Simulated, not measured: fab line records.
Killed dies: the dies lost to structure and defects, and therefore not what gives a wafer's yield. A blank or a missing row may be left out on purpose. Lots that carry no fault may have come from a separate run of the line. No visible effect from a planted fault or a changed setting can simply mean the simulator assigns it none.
Code-filled problem report in 8D (eight disciplines) form + flow sky130 + the parts of the form that need people (team, actions taken, sign-off) are left out

## 1. PROBLEM STATEMENT
Wafers without a fault read 0.625 a.u., standard deviation 0.0045; oesProductAu at SKY_METAL4_ETCH_16 reads a mean of 0.834 a.u. on 4 wafers belonging to 3 lots. That is +46 standard deviations from the usual mean.
The step: etches BARC in N2/H2, stops on SiO2, time 88.2 s, target depth 60 nm.
First observed at day 43 16:49: wafer L478.2, on rieMetal-01. The record holds 20 wafers of 7 lots with a number at this step. The rule behind "out" and "out of limits": a value lying over 4 standard deviations away from the usual mean. The rest of the wafers with a number are treated as sound.

## 2. WHAT IT IS AND WHAT IT IS NOT
| question                    | is                             | is not                                                                                      |
|-----------------------------|--------------------------------|---------------------------------------------------------------------------------------------|
| which readings at this step | oesProductAu, runLengthS       | drypumpMotorCurrentA, h2FlowSccm                                                            |
| which lots                  | L478, L479, L481               | L476, L486, L492, L493                                                                      |
| which wafers of those lots  | L478.2, L478.6, L479.6, L481.2 | L478.5, L479.1, L479.4, L481.3                                                              |
| read on which tools         | rieMetal-01                    | rieMetal-02, rieMetal-03                                                                    |
| when                        | from day 43 16:49              | up to then (4 sound wafers); but 12 sound wafers of L479, L481, L486, L492, L493 came after |

## 3. THE SUSPECTS, EACH WITH WHAT RULES IT OUT
Counting: any tool at a process step up to the reading remains a suspect provided it ran every lot that is out. Sound lots after the first of them don't rule it out here, since some wafers of a struck lot are sound.
- rieMetal-01 at SKY_METAL4_DESCUM_15 (chemistry O2, time 8 s): kept. It ran every lot that is out, first L478 (day 43 16:47).
- rieMetal-01 at SKY_METAL4_ETCH_16 (etches BARC in N2/H2, stops on SiO2, time 88.2 s, target depth 60 nm): kept. It ran every lot that is out, first L478 (day 43 16:49). Its own oesProductAu, runLengthS readings are out on those wafers.
Left after counting: rieMetal-01 at SKY_METAL4_DESCUM_15, rieMetal-01 at SKY_METAL4_ETCH_16.

## 4. THE CAUSE (what the simulator had put in)
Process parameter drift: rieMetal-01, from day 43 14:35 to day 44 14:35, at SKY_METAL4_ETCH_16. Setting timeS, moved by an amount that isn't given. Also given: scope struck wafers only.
This tool is one of the 2 suspects left after counting.

## 5. THE CHAIN OF EFFECTS, in route order
Each row: a reading where the mean over the struck wafers with a number is more than 3 standard deviations away from the usual. Only readings for which the record gives a usual standard deviation are gone through. hours: the time from each lot's start at the first step in this table that gives one to its start at this step, as a median over the lots. sigmas: the change in usual standard deviations.
| hours | step               | reading      | usual      | on struck wafers | change | sigmas |
|-------|--------------------|--------------|------------|------------------|--------|--------|
| 0     | SKY_METAL4_ETCH_16 | oesProductAu | 0.625 a.u. | 0.834            | +0.209 | +46    |
| 0     | SKY_METAL4_ETCH_16 | runLengthS   | 116.8 s    | 90.1             | -26.7  | -28    |
It contains these process steps:
- SKY_METAL4_ETCH_16: etches BARC in N2/H2, stops on SiO2, time 88.2 s, target depth 60 nm.

## 6. WHAT WOULD HAVE CAUGHT IT SOONER
First out-of-limits reading in this record: day 43 16:49, which is 2 hours after fault onset at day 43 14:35.
